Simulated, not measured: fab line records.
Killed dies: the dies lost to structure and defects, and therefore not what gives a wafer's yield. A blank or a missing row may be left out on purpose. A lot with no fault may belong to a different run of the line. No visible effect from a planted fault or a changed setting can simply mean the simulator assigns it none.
A lot that was struck, set against a sound lot    flow sky130    18 out of 708 route steps
Sound: wafers L414.2, L414.5, L414.6. The struck wafers were L424.2, L424.3, L424.6. Last of all comes the cause.
Per side, at each step with rows, come the tool, then ch with its chambers, and then its first start. Under that, the readings that differ: sound wafers    struck wafers    difference of the means    sigmas: that difference in standard deviations of wafers without a fault.
alike: a reading whose means differ by less than 2 such deviations, as well as words and numbers matching on both sides. not compared: withheld readings; readings where some wafer has no value; bounds like >300 that might hide an equal value; numbers whose values overlap and for which the record gives no deviation.
Wherever a step has rows on one side only, a row that says differs or no value, or a row with sigmas, the two part there. Numbers that don't overlap but have no deviation are shown without sigmas and don't part them. Lack of a reading on every wafer of one side parts them only where that side has two or more wafers.

first, 3 steps without rows for these wafers: SKY_VIA1_EXPOSE_09 (exposes mask VIM, target cd 150 nm); SKY_VIA1_PEB_10; SKY_VIA1_DEVELOP_11 (develop time 60 s).
SKY_VIA1_CD_MEAS_12: target cd 150 nm.
  sound on cd sem-02 at day 33 21:25; struck on cd sem-01 at day 37 04:46
  alike: cd nm
SKY_VIA1_OVL_MEAS_13:
  sound on overlay-01 at day 33 21:31; struck on overlay-02 at day 37 04:52
  alike: VIA1_OVL
SKY_VIA1_ETCH_14: etches BARC in N2/H2, stops on SiO2, time 45.9 s, target depth 60 nm.
  sound on rie diel-01 ch 1,2, day 33 21:33; struck on rie diel-04 ch 0,1,3, day 37 04:54
  alike: drypump motor current A, oes product au, rf fwd power W, throttle valve pct
  not compared: rf hours counter h
SKY_VIA1_ETCH_15: etches SiO2 in C4F8/O2/Ar, stops on TiN, target depth 351 nm, time 54 s.
  sound on rie diel-01 ch 1,2, day 33 21:35; struck on rie diel-04 ch 0,1,3, day 37 04:56
  alike: oes product au, rf fwd power W
  not compared: rf hours counter h
SKY_VIA1_STRIP_16: strips in O2/N2.
  sound on plasma asher-02 ch 0,1, day 33 21:38; struck on plasma asher-04 ch 0,1, day 37 04:59
  alike: drypump motor current A, oes product au, strip time to endpoint s
  not compared: rf hours counter h
then, 3 steps without rows for these wafers: SKY_VIA1_STRIP_17 (strips in post etch residue remover, time 1200 s); SKY_VIA1_CLEAN_18 (cleans in IPA, time 180 s); SKY_VIA1_CLEAN_19 (cleans in O3/DIW).
SKY_VIA1_SPUTTER_20: material TiN, target thk 20 nm, time 80 s.
  sound on pvd sputter-01 at day 33 22:16; struck on pvd sputter-03 at day 37 05:35
  alike: throttle valve pct
SKY_VIA1_CVD_21: deposits W, target thk 270 nm, time 80.902 s.
  sound on cvd w-01 ch 0,1, day 33 22:20; struck on cvd w-01 ch 0,1, day 37 05:39
reading                             sound              struck             difference  sigmas
model.W_of_VIA1_CVD_21.thk nm (nm)  276.4 272.2 275.5  166.7 168.6 169.3  -106.5      
  alike: chamber pressure Torr, heater power w
SKY_VIA1_RS_MEAS_22: uses a four-point probe to measure.
  sound on film metro-04 at day 33 22:26; struck on film metro-02 at day 37 05:46
reading             sound              struck             difference  sigmas
VIA1_W_RS (ohm/sq)  0.416 0.422 0.417  0.698 0.688 0.687  +0.273      +38
SKY_VIA1_THK_MEAS_23: measures by xrf.
  sound on film metro-04 at day 33 22:33; struck on film metro-02 at day 37 05:52
reading          sound        struck       difference  sigmas
VIA1_W_THK (nm)  278 273 278  169 170 171  -106        -24
SKY_VIA1_CMP_24: polishes, stops on SiO2, t overpolish 15 s, target thk 0 nm.
  sound on cmp-01 ch 0,1, day 33 22:36; struck on cmp-01 ch 0,3, day 37 05:55
reading                 sound     struck    difference  sigmas
time to endpoint s (s)  61 59 68  47 41 43  -19         -4
  alike: motor current A
SKY_METAL2_SPUTTER_00: material Ti, target thk 15 nm, time 10 s.
  sound on pvd sputter-01 at day 33 22:54; struck on pvd sputter-04 at day 37 06:13
  alike: throttle valve pct
SKY_PAD_OPEN_PROBE_99:
  rows exist in the record for the sound wafers here (prober-02, day 45 18:49), none for the struck ones

== WHERE THEY PART ==
At SKY_VIA1_RS_MEAS_22 first; at SKY_PAD_OPEN_PROBE_99 last (within this record only).

WHY: what the simulator had put in
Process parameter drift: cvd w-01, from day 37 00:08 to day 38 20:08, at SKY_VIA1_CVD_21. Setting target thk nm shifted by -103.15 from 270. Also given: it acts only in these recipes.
